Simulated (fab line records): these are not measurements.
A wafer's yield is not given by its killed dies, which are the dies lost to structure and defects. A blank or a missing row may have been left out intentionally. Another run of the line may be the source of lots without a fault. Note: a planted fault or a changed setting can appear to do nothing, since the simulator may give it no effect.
Struck lot and sound lot, side by side    flow sky130    16 steps out of a route of 708
Sound: these wafers, L474.1, L474.4, L474.6. Wafers struck: L481.1, L481.2, L481.4. The cause comes at the end.
Per side, at each step with rows, come the tool, then ch with its chambers, and then its first start. Under that, the readings that differ: sound wafers    struck wafers    difference of the means    sigmas: that difference in standard deviations of wafers without a fault.
alike: readings with means less than 2 such deviations apart, plus words and numbers identical on both sides. not compared: withheld readings, readings lacking a value on some wafer, bounds such as >300 that could conceal the same value, and numbers that have no deviation in the record and whose values overlap.
A row with sigmas, a row that says differs or no value, or rows on one side alone: a step with any of these is where the two part. When numbers do not overlap yet have no deviation, they are printed without sigmas and do not part them. A reading that every wafer of one side lacks parts them only if that side has two wafers or more.

first, 5 steps without rows for these wafers: SKY_SONOS_TUNNEL_COAT_02 (resist thk 1140 nm); SKY_SONOS_TUNNEL_SOFTBAKE_03 (time 60 s); SKY_SONOS_TUNNEL_EXPOSE_04 (exposes mask TUNM, target cd 410 nm); SKY_SONOS_TUNNEL_PEB_05; SKY_SONOS_TUNNEL_DEVELOP_06 (develop time 60 s).
SKY_SONOS_TUNNEL_CD_MEAS_07 targets a cd of 410 nm.
  sound on cd_sem-01 at day 12 09:37; struck on cd_sem-01 at day 15 03:28
  alike: cd_nm
SKY_SONOS_TUNNEL_OVL_MEAS_08:
  sound on overlay-02 at day 12 09:44; struck on overlay-01 at day 15 03:35
  alike: SONOS_TUNNEL_OVL
then, 3 steps without rows for these wafers: SKY_SONOS_TUNNEL_IMPLANT_09; SKY_SONOS_TUNNEL_WET_ETCH_10 (etches SiO2 in dHF, target depth 14 nm, time 280 s); SKY_SONOS_TUNNEL_STRIP_11 (strips in SPM, time 600 s).
SKY_SONOS_TUNNEL_TW_MEAS_12:
  sound on film_metro-04 at day 12 10:11; struck on film_metro-01 at day 15 04:02
reading          sound              struck             difference  sigmas
SONOS_TUNNEL_TW  195.3 196.6 195.4  199.9 199.7 198.2  +3.5        +2
then, 1 step without rows for these wafers: SKY_SONOS_TUNNEL_CLEAN_13 (cleans in dHF, time 20 s).
SKY_SONOS_ONO_OXIDATION_00: stabilise 600 s, purge 300 s, target thk 2.6 nm.
  sound on furnace-02 ch 0, day 12 10:25; struck on furnace-02 ch 0, day 15 05:43
reading                                           sound                 struck                difference  sigmas
spike_tc_bottom_C (C)                             811 812 811           793 792 793           -19         -5
spike_tc_centre_C (C)                             799.6 800.0 801.0     781.9 782.8 783.4     -17.5       -13
spike_tc_lower_C (C)                              800.8 799.8 800.5     781.7 782.6 782.4     -18.1       -13
spike_tc_top_C (C)                                807 804 806           786 787 786           -19         -5
spike_tc_upper_C (C)                              800.1 801.8 801.5     781.3 782.0 781.9     -19.4       -13
tube_center_temp_C (C)                            799.91 800.04 799.94  781.98 781.89 781.82  -18.07      -99 or more
tube_center_temp_C_max                            801.8 802.5 802.4     784.3 783.8 783.9     -18.2       -57
model.SiO2_of_SONOS_ONO_OXIDATION_00.thk_nm (nm)  2.602 2.571 2.597     2.015 1.999 2.027     -0.576      
SKY_SONOS_ONO_THK_MEAS_01:
  sound on film_metro-03 at day 12 11:46; struck on film_metro-04 at day 15 07:04
reading                       sound           struck          difference  sigmas
SONOS_ONO_OXIDATION_THK (nm)  2.60 2.54 2.57  1.98 1.96 2.03  -0.58       -10
then, 1 step without rows for these wafers: SKY_SONOS_ONO_CVD_02 (deposits Si3N4 from DCS/NH3, target thk 10.5 nm, time 180 s).
-- the record jumps here: 33 days lie between the struck wafers' starts before and after (it left off in module SONOS_ONO and takes up again in module PAD_OPEN, whose first step shown is number 708 of the route) --
SKY_PAD_OPEN_PROBE_99:
  sound on prober-02 at day 46 12:38; struck on prober-01 at day 48 16:34
reading                                  sound                    struck                   difference  sigmas
killed_dies                              97 115 94                69 79 92                 -22         -2
killed_short                             50 49 41                 31 31 35                 -14         -2
model.etest.sonos_uncharged.r_on_ohm_um  812.2 833.3 823.1        811.3 801.6 809          -15.6       
model.etest.cap_ono.gate_log10_a_cm2     -7.962 -8.249 -8.065     -7.365 -7.369 -7.396     +0.715      
model.etest.cap_ono.tox_acc_nm (nm)      12.92 13.07 13.04        12.45 12.45 12.47        -0.55       
model.etest.sonos_erased.vt_v (V)        -2.304 -2.201 -2.194     -2.523 -2.551 -2.476     -0.284      
model.etest.sonos_baked.vt_less_v (V)    -0.4943 -0.5266 -0.4979  -0.6585 -0.6556 -0.7047  -0.1667     
model.etest.sonos_baked.vt_v (V)         0.9488 0.8472 0.8995     0.8287 0.8231 0.8339     -0.0699     
  alike: killed_at_M0_to_M3, killed_at_M4_up, killed_at_contacts, killed_at_front_end, killed_at_other, killed_open
  not compared: model.etest.sonos_erased.drive_ua_um, model.etest.cap_ono.gate_bv_v

WHERE THEY PART
At SKY_SONOS_TUNNEL_TW_MEAS_12 first; at SKY_PAD_OPEN_PROBE_99 last (within this record only).

WHY: the cause the simulator had injected
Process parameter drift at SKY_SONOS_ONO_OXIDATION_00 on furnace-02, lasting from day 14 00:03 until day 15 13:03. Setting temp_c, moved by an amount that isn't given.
